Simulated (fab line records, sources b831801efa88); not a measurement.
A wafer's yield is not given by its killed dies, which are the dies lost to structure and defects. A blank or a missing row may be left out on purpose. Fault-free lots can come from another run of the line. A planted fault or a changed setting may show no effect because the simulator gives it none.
Commonality check across tools | flow gf180mcu | Sampled: 13 lots, 39 wafers

REASON FOR OPENING
On 1 of the 13 lots, a flag is raised at GF_CONTACT_CD_MEAS_14 on the reading cd nm. Fault-free wafers read 220.5 nm, with a standard deviation of 1.6.
Rule: a lot gets a flag if all its wafers with a number sit over 4 standard deviations from that mean, or if no wafer of it has a number. The rest of the lots are taken to be sound.

lot  | measured     | on        | cd nm (nm), wafer by wafer | flag
L948 | day 15 20:04 | cd sem-02 | 221.3 220.2 223.6          |
L949 | day 16 03:29 | cd sem-02 | 219.4 219.9 219.7          |
L951 | day 16 20:02 | cd sem-02 | 219.8 219.5 220.0          |
L952 | day 17 15:46 | cd sem-01 | 220.3 220.2 219.8          |
L954 | day 18 04:07 | cd sem-01 | 217.8 217.8 217.4          |
L955 | day 18 16:19 | cd sem-01 | 222.2 222.7 221.9          |
L957 | day 20 02:01 | cd sem-02 | 177.2 176.4 176.4          | FLAGGED
L959 | day 20 20:01 | cd sem-01 | 223.1 221.5 222.3          |
L966 | day 22 14:22 | cd sem-02 | 218.3 217.6 219.4          |
L967 | day 23 08:58 | cd sem-02 | 221.4 221.1 222.2          |
L968 | day 23 11:40 | cd sem-01 | 221.0 219.5 221.0          |
L969 | day 23 14:05 | cd sem-02 | 215.6 216.4 215.8          |
L970 | day 23 23:04 | cd sem-02 | 220.6 220.4 220.9          |
The numbers of the flagged lots are 176.7 nm on average: -43.8 nm against the usual, or -27 standard deviations.

EACH LOT AND THE TOOL IT RAN ON
The record keeps 1 process step preceding the reading, out of 602 steps on the route. Read each cell as the tool, then ch plus the chambers that the sampled wafers visited, then the start.
lot  | flag    | GF_CONTACT_EXPOSE_11
L948 |         | krf scanner-02 ch 0, day 15 09:13
L949 |         | krf scanner-02 ch 0, day 15 16:41
L951 |         | krf scanner-02 ch 0, day 16 09:34
L952 |         | krf scanner-02 ch 0, day 17 04:39
L954 |         | krf scanner-02 ch 0, day 17 16:35
L955 |         | krf scanner-01 ch 0, day 18 04:41
L957 | FLAGGED | krf scanner-01 ch 0, day 19 14:19
L959 |         | krf scanner-01 ch 0, day 20 07:55
L966 |         | krf scanner-01 ch 0, day 22 02:56
L967 |         | krf scanner-01 ch 0, day 22 21:49
L968 |         | krf scanner-01 ch 0, day 23 00:10
L969 |         | krf scanner-01 ch 0, day 23 02:34
L970 |         | krf scanner-01 ch 0, day 23 12:11
What the steps here do:
- GF_CONTACT_EXPOSE_11: exposes mask Contact, target cd 220 nm.
- GF_CONTACT_CD_MEAS_14: target cd 220 nm.

FLAGGED AGAINST TOTAL, ONE TOOL AT A TIME (gauges that did the reading follow at the end)
step                  | tool           | lots run | flagged | share of the flagged lots | sound lots run after its first flagged lot
GF_CONTACT_EXPOSE_11  | krf scanner-01 | 8        | 1       | all                       | 6 (L959,L966,L967,L968,L969,L970)
GF_CONTACT_EXPOSE_11  | krf scanner-02 | 5        | 0       | none                      | -
GF_CONTACT_CD_MEAS_14 | cd sem-01      | 5        | 0       | none                      | -
GF_CONTACT_CD_MEAS_14 | cd sem-02      | 8        | 1       | all                       | 4 (L966,L967,L969,L970)

WHAT THE TABLE PERMITS
Every flagged lot went through 2 rows of the table: krf scanner-01 at GF_CONTACT_EXPOSE_11 and cd sem-02 at GF_CONTACT_CD_MEAS_14.
- krf scanner-01 at GF_CONTACT_EXPOSE_11: 1 of its 8 lots flagged. Sound lots followed the first flagged one (L959, L966, L967, L968, L969, L970) on it, something a lasting fault affecting the whole tool could not allow.
- cd sem-02 at GF_CONTACT_CD_MEAS_14: 1 of its 8 lots flagged. Sound lots followed the first flagged one (L966, L967, L969, L970) on it, something a lasting fault affecting the whole tool could not allow.
There is no row in the table that ran each flagged lot and no sound lot after the first.

WHAT THE SIMULATOR HAD INSERTED
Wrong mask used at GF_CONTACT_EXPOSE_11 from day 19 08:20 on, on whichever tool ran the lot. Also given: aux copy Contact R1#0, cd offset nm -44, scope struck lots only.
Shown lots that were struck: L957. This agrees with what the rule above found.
